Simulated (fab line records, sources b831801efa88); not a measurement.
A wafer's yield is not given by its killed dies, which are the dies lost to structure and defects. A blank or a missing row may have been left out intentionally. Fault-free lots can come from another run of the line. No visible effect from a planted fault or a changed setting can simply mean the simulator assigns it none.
Which tool did it? | flow sky130 | 6 lots, 18 wafers sampled, at 2 steps of a route of 708

## WHAT EACH GAUGE READ, for each wafer
SKY_POLY_GATE_THK_MEAS_01.
lot  | measured     | on            | POLY_GATE_CVD_00_THK (nm)
L642 | day 14 01:49 | film_metro-02 | 181.4 180.8 180.9
L647 | day 15 22:56 | film_metro-02 | 179.7 179.7 179.5
L649 | day 17 09:07 | film_metro-03 | 179.9 178.0 179.9
L652 | day 18 09:10 | film_metro-01 | 181.0 181.2 180.1
L655 | day 19 02:17 | film_metro-02 | 125.2 126.1 125.7
L664 | day 22 05:53 | film_metro-02 | 182.3 181.1 183.4

## EACH LOT AND THE TOOL THAT RAN IT (in order: tool; ch and the chambers of the sampled wafers; start)
lot  | SKY_POLY_GATE_CVD_00
L642 | lpcvd-01 ch 0, day 14 00:37
L647 | lpcvd-01 ch 1, day 15 21:42
L649 | lpcvd-01 ch 0, day 17 07:53
L652 | lpcvd-01 ch 0, day 18 07:58
L655 | lpcvd-01 ch 0, day 19 01:04
L664 | lpcvd-01 ch 1, day 22 04:41
- SKY_POLY_GATE_CVD_00: deposits poly-Si, target thk 180 nm, time 720 s.

## THE ANSWER, worked out from the rows above alone
Rule: the usual values come from the lots themselves. Put in order of their means at a reading, lots are off if they are a third of the lots or fewer, leave a main group of 4 or more, and stand apart from it by a gap of 3 or more times the standard deviation of the main group's means; of several such gaps the widest counts. The tables above print the reading to a certain number of digits; a main group whose means all agree to those digits is not used. Also off: a lot with no number at a reading for which 4 or more lots have one. The other lots that the step has rows for count as sound.
Off: at SKY_POLY_GATE_THK_MEAS_01 (POLY_GATE_CVD_00_THK), L655. Main group: mean 180.6 nm, sd 1.1.
A tool fits if, at a process step before that reading, it ran every lot that is off, and no sound lot after the first of them. The gauges at SKY_POLY_GATE_THK_MEAS_01 are tried like those tools. No candidate that was tried fits.

## WHAT HAD BEEN PUT IN BY THE SIMULATOR
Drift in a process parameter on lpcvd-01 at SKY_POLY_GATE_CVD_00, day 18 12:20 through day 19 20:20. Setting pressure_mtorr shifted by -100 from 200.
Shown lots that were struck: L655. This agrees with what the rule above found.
